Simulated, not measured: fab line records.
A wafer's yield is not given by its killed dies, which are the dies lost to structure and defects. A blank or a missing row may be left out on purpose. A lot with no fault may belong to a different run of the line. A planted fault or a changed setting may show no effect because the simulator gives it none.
Matching of chambers :: flow sfq line :: 4 sister chambers for SFQ_TRILAYER_I2_VIA_ETCH_VIA_ETCH_070 on rie diel-01
The step etches SiO2 in CHF3, stops on Nb, target depth 260 nm. 8 wafers are shown with their chamber, then 7 later ones without.

== WAFERS, EACH WITH ITS CHAMBER ==
wafer: L739.4
chamber: 2
drypump motor current A (A): 5.4
oes product au (a.u.): 0.840

wafer: L743.3
chamber: 3
drypump motor current A (A): 5.6
oes product au (a.u.): 0.859

wafer: L743.4
chamber: 0
drypump motor current A (A): 5.1
oes product au (a.u.): 0.855

wafer: L745.1
chamber: 1
drypump motor current A (A): 5.6
oes product au (a.u.): 0.863

wafer: L745.4
chamber: 0
drypump motor current A (A): 5.1
oes product au (a.u.): 0.851

wafer: L745.6
chamber: 2
drypump motor current A (A): 5.4
oes product au (a.u.): 0.841

wafer: L748.2
chamber: 3
drypump motor current A (A): 5.6
oes product au (a.u.): 0.848

wafer: L748.3
chamber: 1
drypump motor current A (A): 5.5
oes product au (a.u.): 0.852

== WAFERS WITHOUT THEIR CHAMBER ==
wafer: L748.6
drypump motor current A (A): 5.6
oes product au (a.u.): 0.861

wafer: L753.2
drypump motor current A (A): 5.4
oes product au (a.u.): 0.850

wafer: L753.4
drypump motor current A (A): 5.7
oes product au (a.u.): 0.864

wafer: L753.6
drypump motor current A (A): 5.6
oes product au (a.u.): 0.853

wafer: L761.2
drypump motor current A (A): 5.4
oes product au (a.u.): 0.852

wafer: L761.3
drypump motor current A (A): 5.6
oes product au (a.u.): 0.847

wafer: L761.6
drypump motor current A (A): 5.6
oes product au (a.u.): 0.842

== THE CHAMBER EACH PASSED THROUGH ==
wafer: L748.6
from the rows above: can't be placed: 3 or 1
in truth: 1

wafer: L753.2
from the rows above: 2
in truth: 2

wafer: L753.4
from the rows above: can't be placed: 3 or 1
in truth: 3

wafer: L753.6
from the rows above: can't be placed: 3 or 1
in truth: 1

wafer: L761.2
from the rows above: 2
in truth: 2

wafer: L761.3
from the rows above: can't be placed: 3 or 1
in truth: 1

wafer: L761.6
from the rows above: can't be placed: 3 or 1
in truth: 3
Correct placement for 2 of the 7. Not placeable from these rows: 5 (in 5, the candidates include the true chamber). Number placed wrongly: 0.
How it was worked out, from the rows above alone: a wafer's distance from a chamber is the root of the sum, over the readings, of the square of ((its reading less the chamber's mean) divided by the reading's scatter). The wafer belongs to the nearest chamber; if the next one is less than 2 further off, it can't be placed. The mean given for a chamber averages the wafers shown for that chamber. The scatter: take each reading less its chamber's mean, square it, sum over the shown wafers, divide by the number of wafers less the number of chambers, and take the root.
